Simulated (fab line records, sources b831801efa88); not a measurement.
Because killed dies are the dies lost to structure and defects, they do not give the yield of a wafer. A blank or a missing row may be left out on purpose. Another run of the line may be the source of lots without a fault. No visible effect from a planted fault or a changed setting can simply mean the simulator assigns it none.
Struck lot and sound lot, side by side / flow sky130 / 15 out of 708 route steps
Sound: wafers L107.1, L107.2, L107.6. Struck: wafers L118.1, L118.3, L118.4. At the end, the cause is stated.
Per side, at each step with rows, come the tool, then ch with its chambers, and then its first start. Under that, the readings that differ: sound wafers / struck wafers / difference of the means / sigmas: that difference in standard deviations of wafers without a fault.
alike: readings with means less than 2 such deviations apart, plus words and numbers identical on both sides. not compared: withheld readings, readings lacking a value on some wafer, bounds such as >300 that could conceal the same value, and numbers that have no deviation in the record and whose values overlap.
A row with sigmas, a row that says differs or no value, or rows on one side alone: a step with any of these is where the two part. When numbers do not overlap yet have no deviation, they are printed without sigmas and do not part them. A reading that every wafer of one side lacks parts them only if that side has two wafers or more.

first, 6 steps without rows for these wafers: SKY_GATE_OXIDE_HMDS_04 (prime time 60 s); SKY_GATE_OXIDE_COAT_05 (resist thk 1140 nm); SKY_GATE_OXIDE_SOFTBAKE_06 (time 60 s); SKY_GATE_OXIDE_EXPOSE_07 (exposes mask LVOM, target cd 600 nm); SKY_GATE_OXIDE_PEB_08; SKY_GATE_OXIDE_DEVELOP_09 (develop time 60 s).
SKY_GATE_OXIDE_OVL_MEAS_10:
  sound on overlay-02, day 14 08:46; struck on overlay-01, day 18 11:28
reading=GATE_OXIDE_OVL (nm); sound=-2.9 -0.7 -0.6; struck=2.3 1.0 2.0; difference=+3.2; sigmas=+3
then, 2 steps without rows for these wafers: SKY_GATE_OXIDE_IMPLANT_11; SKY_GATE_OXIDE_WET_ETCH_12 (etches SiO2 in dHF, target depth 16.8 nm, time 336 s).
SKY_GATE_OXIDE_STRIP_13: strips in O2/N2.
  sound on plasma_asher-04 ch 0,1, day 14 09:04; struck on plasma_asher-01 ch 0,1, day 18 11:45
  alike: drypump_motor_current_A, oes_product_au, strip_time_to_endpoint_s
  not compared: rf_hours_counter_h
SKY_GATE_OXIDE_TW_MEAS_14:
  sound on film_metro-02, day 14 09:10; struck on film_metro-03, day 18 11:51
reading=GATE_OXIDE_TW; sound=223.8 224.9 225.6; struck=227.6 229.6 228.0; difference=+3.6; sigmas=+2
then, 1 step without rows for these wafers: SKY_GATE_OXIDE_CLEAN_15 (cleans in SC1/SC2, time 150 s).
SKY_GATE_OXIDE_OXIDATION_16: stabilise 600 s, purge 300 s, target thk 3.57 nm.
  sound on furnace-01 ch 0, day 14 10:37; struck on furnace-01 ch 0, day 18 11:58
  alike: zone_power_centre_pct
  not compared: model.SiO2_of_GATE_OXIDE_OXIDATION_01.thk_nm
then, 1 step without rows for these wafers: SKY_POLY_GATE_CVD_00 (deposits poly-Si, target thk 180 nm, time 720 s).
-- a jump in the record: the struck wafers' starts before and after are 31 days apart (it breaks off in module POLY_GATE and resumes in module PAD_OPEN, where the first step shown is number 708 of the route) --
SKY_PAD_OPEN_PROBE_99:
  sound on prober-01, day 46 12:54; struck on prober-01, day 48 23:59
reading=model.etest.pfet_01v8.r_on_ohm_um; sound=2874 2931 2825; struck=2759 2798 2782; difference=-97; sigmas=
reading=model.etest.nfet_01v8_lvt.drive_ua_um; sound=581.2 587 603; struck=624.8 633.5 640.4; difference=+42.5; sigmas=
reading=model.etest.nfet_01v8_swapped.drive_ua_um; sound=511.6 521.1 532.7; struck=558.4 561.4 574; difference=+42.8; sigmas=
reading=model.etest.nfet_01v8_turned.drive_ua_um; sound=511.4 519.6 534.9; struck=559.3 558.3 572.7; difference=+41.5; sigmas=
reading=model.etest.nfet_01v8.drive_ua_um; sound=509 519.4 533; struck=554.9 563.5 569.3; difference=+42.1; sigmas=
reading=model.etest.nfet_01v8.r_on_ohm_um; sound=828.2 812.6 798; struck=790.8 786.6 775.9; difference=-28.5; sigmas=
reading=model.etest.sram_nfet_pass.drive_ua_um; sound=515.1 517.9 493.9; struck=536.5 535.3 558.4; difference=+34.4; sigmas=
  alike: killed_at_M0_to_M3, killed_at_M4_up, killed_at_contacts, killed_at_front_end, killed_at_other, killed_dies, killed_open, killed_short
  not compared: model.etest.nfet_g5v0d10v5.drive_ua_um

WHERE THEY PART
Last at SKY_GATE_OXIDE_TW_MEAS_14 as far as this record goes, first at SKY_GATE_OXIDE_OVL_MEAS_10. Later steps at which nothing parts them and some readings are alike: SKY_GATE_OXIDE_OXIDATION_16, SKY_PAD_OPEN_PROBE_99.

WHY: whatever the simulator had introduced
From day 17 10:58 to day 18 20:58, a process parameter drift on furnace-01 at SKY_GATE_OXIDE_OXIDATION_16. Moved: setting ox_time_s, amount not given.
